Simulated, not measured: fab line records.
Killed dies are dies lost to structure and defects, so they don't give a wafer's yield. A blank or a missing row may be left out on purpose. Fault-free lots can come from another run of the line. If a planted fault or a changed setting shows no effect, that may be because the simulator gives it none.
Chamber matching ; flow sky130 ; 4 sister chambers for SKY_VIA3_ETCH_15 on rie diel-03
The step etches SiO2 in C4F8/O2/Ar, stops on TiN, target depth 507 nm, time 78 s. 8 wafers are shown with their chamber, then 9 later ones without.

## WAFERS, EACH WITH ITS CHAMBER
wafer;chamber;oes product au (a.u.)
L080.5;2;0.949
L082.6;1;0.946
L083.1;0;0.948
L083.2;3;0.942
L083.4;1;0.946
L086.1;2;0.948
L086.2;0;0.959
L086.6;3;0.943

## WAFERS WHOSE CHAMBER IS MISSING
wafer;oes product au (a.u.)
L089.1;0.944
L089.3;0.949
L089.5;0.936
L093.1;0.943
L093.2;0.949
L093.3;0.942
L097.3;0.948
L097.5;0.952
L097.6;0.943

## CHAMBER TAKEN BY EACH
wafer;from the rows above;in truth
L089.1;can't be placed: 3 or 1 or 2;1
L089.3;can't be placed: 2 or 1 or 0 or 3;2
L089.5;can't be placed: 3 or 1 or 2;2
L093.1;can't be placed: 3 or 1 or 2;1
L093.2;can't be placed: 2 or 1 or 0 or 3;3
L093.3;can't be placed: 3 or 1 or 2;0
L097.3;can't be placed: 2 or 1 or 0 or 3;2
L097.5;can't be placed: 0 or 2 or 1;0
L097.6;can't be placed: 3 or 1 or 2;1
Correctly placed: 0 of 9. Unplaceable from these rows: 9, with the true chamber sitting among the candidates in 8. 0 placed wrongly.
How it was worked out, from the rows above alone: a wafer's distance from a chamber is the root of the sum, over the readings, of the square of ((its reading less the chamber's mean) divided by the reading's scatter). The wafer belongs to the nearest chamber; if the next one is less than 2 further off, it can't be placed. Each chamber's mean is taken over the wafers shown for it. The scatter: take each reading less its chamber's mean, square it, sum over the shown wafers, divide by the number of wafers less the number of chambers, and take the root.
